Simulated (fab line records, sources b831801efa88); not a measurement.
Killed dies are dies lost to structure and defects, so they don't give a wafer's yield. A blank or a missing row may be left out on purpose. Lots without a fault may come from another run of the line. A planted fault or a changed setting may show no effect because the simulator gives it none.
Which tool did it? | flow sky130 | 13 lots, 39 wafers sampled, at 5 steps of a route of 708

WHAT THE GAUGES READ, wafer by wafer
The record holds no reading of a measuring or inspecting step that can be judged against a usual standard deviation.

WHICH TOOL RAN EACH LOT (tool, then ch and the chambers of the sampled wafers, then the start)
lot  | SKY_GATE_OXIDE_WET_ETCH_12      | SKY_VIA4_ETCH_12                   | SKY_METAL5_SPUTTER_03        | SKY_METAL5_DESCUM_14              | SKY_PAD_OPEN_PROBE_99
L592 | wet_bench-02 ch 0, day 13 22:16 | rie_diel-03 ch 0,1,2, day 42 21:02 | pvd_sputter-02, day 42 22:31 | rie_metal-03 ch 0, day 43 21:48   | -
L593 | wet_bench-02 ch 0, day 14 08:37 | rie_diel-02 ch 0,2,3, day 43 06:56 | pvd_sputter-02, day 43 08:23 | rie_metal-01 ch 0,1, day 44 06:53 | -
L594 | wet_bench-01 ch 1, day 14 19:26 | rie_diel-03 ch 0,1, day 43 15:07   | pvd_sputter-01, day 43 16:34 | rie_metal-03 ch 0,1, day 44 14:22 | -
L595 | wet_bench-02 ch 0, day 15 00:04 | rie_diel-02 ch 0,2,3, day 43 16:44 | pvd_sputter-03, day 43 18:14 | rie_metal-01 ch 0,1, day 44 16:41 | -
L596 | wet_bench-01 ch 0, day 15 10:34 | rie_diel-02 ch 1,3, day 44 04:53   | pvd_sputter-02, day 44 06:20 | rie_metal-02 ch 1, day 45 04:11   | -
L601 | wet_bench-02 ch 2, day 17 08:17 | rie_diel-04 ch 0,2,3, day 45 13:50 | pvd_sputter-03, day 45 15:22 | rie_metal-03 ch 0, day 46 11:34   | prober-02, day 48 06:38
L602 | wet_bench-02 ch 2, day 17 13:50 | rie_diel-04 ch 0,2, day 45 15:34   | pvd_sputter-01, day 45 17:07 | rie_metal-02 ch 0,1, day 46 13:43 | prober-01, day 48 08:39
L605 | wet_bench-03 ch 1, day 19 01:26 | rie_diel-04 ch 0,1, day 46 18:59   | pvd_sputter-02, day 46 20:26 | rie_metal-03 ch 1, day 47 16:35   | -
L609 | wet_bench-01 ch 1, day 20 15:05 | rie_diel-04 ch 0,1,3, day 47 20:35 | pvd_sputter-02, day 47 22:02 | rie_metal-01 ch 0,1, day 48 16:46 | -
L610 | wet_bench-01 ch 3, day 21 00:20 | rie_diel-04 ch 0,3, day 48 00:17   | pvd_sputter-02, day 48 02:01 | rie_metal-02 ch 0,1, day 48 20:04 | -
L611 | wet_bench-02 ch 3, day 21 02:02 | rie_diel-03 ch 1,2, day 48 01:23   | pvd_sputter-01, day 48 03:09 | rie_metal-01 ch 0,1, day 48 21:31 | -
L612 | wet_bench-01 ch 0, day 21 10:23 | rie_diel-03 ch 0,1,2, day 48 08:05 | pvd_sputter-01, day 48 09:35 | rie_metal-01 ch 0,1, day 49 02:59 | -
L614 | wet_bench-02 ch 0, day 21 17:13 | rie_diel-02 ch 2,3, day 48 12:16   | pvd_sputter-03, day 48 14:14 | rie_metal-03 ch 0, day 49 07:56   | -
- SKY_GATE_OXIDE_WET_ETCH_12: etches SiO2 in dHF, target depth 16.8 nm, time 336 s.
- SKY_VIA4_ETCH_12: etches SiO2 in C4F8/O2/Ar, stops on TiN, target depth 580 nm.
- SKY_METAL5_SPUTTER_03: material Ti, target thk 5 nm, time 3.3 s.
- SKY_METAL5_DESCUM_14: chemistry O2, time 11 s.
- SKY_PAD_OPEN_PROBE_99

WHAT THE TOOLS THEMSELVES READ (means of the sampled wafers that have a number; where no wafer has one, the mark that the record gives instead)
SKY_GATE_OXIDE_WET_ETCH_12.
lot  | tool         | temp_c (C)
L592 | wet_bench-02 | 25.03
L593 | wet_bench-02 | 24.91
L594 | wet_bench-01 | 24.95
L595 | wet_bench-02 | 25.13
L596 | wet_bench-01 | 25.16
L601 | wet_bench-02 | 24.87
L602 | wet_bench-02 | 25.03
L605 | wet_bench-03 | 25.01
L609 | wet_bench-01 | 25.08
L610 | wet_bench-01 | 24.99
L611 | wet_bench-02 | 25.03
L612 | wet_bench-01 | 25.01
L614 | wet_bench-02 | 24.95

SKY_VIA4_ETCH_12.
lot  | tool        | oes_product_au (a.u.) | rf_fwd_power_W (W)
L592 | rie_diel-03 | 0.925                 | 1494
L593 | rie_diel-02 | 0.925                 | 1489
L594 | rie_diel-03 | 0.923                 | 1491
L595 | rie_diel-02 | 0.929                 | 1491
L596 | rie_diel-02 | 0.932                 | 1496
L601 | rie_diel-04 | 0.927                 | 1494
L602 | rie_diel-04 | 0.929                 | 1493
L605 | rie_diel-04 | 0.929                 | 1491
L609 | rie_diel-04 | 0.925                 | 1488
L610 | rie_diel-04 | 0.921                 | 1493
L611 | rie_diel-03 | 0.928                 | 1490
L612 | rie_diel-03 | 0.925                 | 1494
L614 | rie_diel-02 | 0.923                 | 1488

SKY_METAL5_SPUTTER_03.
lot  | tool           | throttle_valve_pct (%)
L592 | pvd_sputter-02 | 31.5
L593 | pvd_sputter-02 | 30.1
L594 | pvd_sputter-01 | 29.3
L595 | pvd_sputter-03 | 31.0
L596 | pvd_sputter-02 | 31.5
L601 | pvd_sputter-03 | 29.4
L602 | pvd_sputter-01 | 30.2
L605 | pvd_sputter-02 | 31.2
L609 | pvd_sputter-02 | 30.5
L610 | pvd_sputter-02 | 32.4
L611 | pvd_sputter-01 | 30.4
L612 | pvd_sputter-01 | 30.0
L614 | pvd_sputter-03 | 28.7

SKY_METAL5_DESCUM_14.
lot  | tool         | drypump_motor_current_A (A) | oes_product_au (a.u.) | rf_fwd_power_W (W) | temp_c (C)
L592 | rie_metal-03 | 5.7                         | 1.014                 | 147.8              | 40.04
L593 | rie_metal-01 | 5.7                         | 1.000                 | 146.6              | 39.81
L594 | rie_metal-03 | 5.9                         | 1.009                 | 147.1              | 40.10
L595 | rie_metal-01 | 5.6                         | 0.995                 | 146.3              | 39.97
L596 | rie_metal-02 | 5.4                         | 0.984                 | 146.3              | 39.96
L601 | rie_metal-03 | 5.7                         | 1.023                 | 147.1              | 40.00
L602 | rie_metal-02 | 5.5                         | 1.013                 | 146.8              | 40.00
L605 | rie_metal-03 | 6.0                         | 1.013                 | 147.6              | 39.95
L609 | rie_metal-01 | 5.6                         | 1.001                 | 146.5              | 39.93
L610 | rie_metal-02 | 5.6                         | 1.027                 | 145.5              | 40.01
L611 | rie_metal-01 | 6.0                         | 1.005                 | 146.4              | 40.01
L612 | rie_metal-01 | 6.0                         | 0.999                 | 147.1              | 40.01
L614 | rie_metal-03 | 5.7                         | 1.018                 | 147.4              | 40.05

SKY_PAD_OPEN_PROBE_99.
lot  | tool      | killed_at_M0_to_M3 | killed_at_M4_up | killed_at_contacts | killed_at_front_end | killed_at_other | killed_dies | killed_open | killed_short
L601 | prober-02 | 48                 | 3.0             | 22                 | 61                  | 0.0             | 134         | 44          | 41
L602 | prober-01 | 41                 | 2.7             | 23                 | 65                  | 0.3             | 132         | 46          | 34

THE ANSWER, worked out from the rows above alone
Rule: what is usual is taken from the lots themselves. Put in order of their means at a reading, lots are off if they are a third of the lots or fewer, leave a main group of 4 or more, and stand apart from it by a gap of 3 or more times the standard deviation of the main group's means; of several such gaps the widest counts. A main group whose means are all the same, to the digits that the tables above print for the reading, isn't used. A lot without any number at a reading at which 4 lots or more have one is off too. The other lots that the step has rows for count as sound. The gauges are gone through in route order, then the tools' own readings, and for those a lot's mean is taken as printed above. The first step at which some lot is off is used, and at that step the reading that is off furthest; a lot without a number counts as furthest.
No lot is off at any reading shown: from this, nothing can be told.

WHAT THE SIMULATOR HAD PUT IN
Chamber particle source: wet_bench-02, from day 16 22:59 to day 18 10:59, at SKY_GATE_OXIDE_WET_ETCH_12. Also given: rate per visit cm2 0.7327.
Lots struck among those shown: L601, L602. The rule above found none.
